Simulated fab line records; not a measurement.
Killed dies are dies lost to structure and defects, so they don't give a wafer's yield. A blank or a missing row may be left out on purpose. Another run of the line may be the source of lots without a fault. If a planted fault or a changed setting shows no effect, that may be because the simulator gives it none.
Split-lot study	flow sky130	route with 708 steps; 5 lots, 23 wafers read

== THE SPLIT ITSELF ==
At SKY_CAP2M_SOFTBAKE_08 (time 60 s), the setting temp-c was moved away from the recipe's 90 C on 7 of the 23 wafers read, by -2.6% to +2.2%. The other wafers ran this setting at the recipe's value.

== FROM THE SPLIT TO THE READING: what the file shows between them, 2 steps ==
- SKY_CAP2M_EXPOSE_09: exposes mask CAP2M, target cd 1000 nm
- SKY_CAP2M_PEB_10

== THE READING ==
NOVOLAK_of_CAP2M_COAT_07.thk-nm (the simulator's own value, which no gauge read), in nm, at SKY_CAP2M_DEVELOP_11 (develop time 60 s). The file does not state a usual value for it. The 16 wafers here that ran the recipe average 1140 nm, standard deviation 5.5 nm.

wafer	tool, chamber at the split	temp-c as run, C	against the recipe	NOVOLAK_of_CAP2M_COAT_07.thk-nm, nm	against lot-mates on the recipe
L074.1	litho-track-03, 0	90	recipe	1132	-
L074.2	litho-track-03, 0	90	recipe	1132	-
L074.4	litho-track-03, 0	90	recipe	1133	-
L074.5	litho-track-03, 0	90	recipe	1134	-
L074.6	litho-track-03, 0	90	recipe	1135	-
L077.1	litho-track-01, 0	90	recipe	1145	-
L077.2	litho-track-01, 0	87.78	-2.5%	1154	+8
L077.3	litho-track-01, 0	90	recipe	1148	-
L077.4	litho-track-01, 0	90	recipe	1146	-
L077.6	litho-track-01, 0	87.78	-2.5%	1153	+7
L083.4	litho-track-04, 0	90	recipe	1139	-
L083.5	litho-track-04, 0	90	recipe	1135	-
L083.6	litho-track-04, 0	90	recipe	1138	-
L081.1	litho-track-01, 0	91.98	+2.2%	1133	-11
L081.2	litho-track-01, 0	90	recipe	1145	-
L081.6	litho-track-01, 0	90	recipe	1145	-
L081.4	litho-track-01, 0	91.98	+2.2%	1138	-6
L081.5	litho-track-01, 0	90	recipe	1141	-
L085.1	litho-track-04, 0	90	recipe	1143	-
L085.2	litho-track-04, 0	87.65	-2.6%	1151	+7
L085.3	litho-track-04, 0	87.65	-2.6%	1147	+3
L085.4	litho-track-04, 0	87.65	-2.6%	1150	+6
L085.6	litho-track-04, 0	90	recipe	1145	-

THE FIT
A straight line over all 23 wafers: NOVOLAK_of_CAP2M_COAT_07.thk-nm changes by -3.67 nm for each +1% of temp-c; r = -0.70; the points scatter about the line by 5.2 nm.
The same after taking each lot's own level away (the mean of its wafers on the recipe; 23 wafers): -2.75 nm for each +1%; r = -0.90; scatter 1.8 nm.
That fit puts the effect of the largest move of temp-c on the reading at 7.2 nm.
Across the lots, their own levels run from 1133.2 to 1146.3 nm, a range of 2.4 times the standard deviation given above.
So the lot-to-lot level blurs the effect unless lot-mates are compared.
Check: for one of the wafers moved furthest among these (-2.6%), held out of the fit, the line's prediction against its lot-mates is +6.75 nm. It came out at +7 nm against them.

== ADDITIONAL SPLITS CARRIED BY THESE WAFERS ==
Before the reading, these wafers also passed through other splits. Each is held against what the fit with the lots' levels taken away leaves over:
other split on the same wafers	wafers away from the commonest value	r with NOVOLAK_of_CAP2M_COAT_07.thk-nm (lot level and that fit taken away)
SKY_METAL2_COAT_10 resist-thk-nm	7	+0.04
SKY_METAL2_DEVELOP_14 dev-temp-c	11	+0.08
SKY_VIA2_CMP_02 leave-above-ref-nm	8	+0.08
SKY_VIA2_EXPOSE_09 dose-mj	10	+0.24
SKY_VIA2_ETCH_14 ion-energy-ev	4	-0.26
SKY_VIA2_SPUTTER_20 chamber-pressure-pa	10	-0.15
SKY_METAL3_SPUTTER_02 chamber-pressure-pa	15	-0.17
SKY_METAL3_METAL_ETCH_18 bias-w	8	-0.14
SKY_VIA3_SPUTTER_20 chamber-pressure-pa	10	+0.19
SKY_CAP2M_SPUTTER_02 chamber-pressure-pa	15	-0.15

== FILE'S OWN FIT ==
NOVOLAK_of_CAP2M_COAT_07.thk-nm changes by -2.87 nm for each +1% of temp-c, r = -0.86.
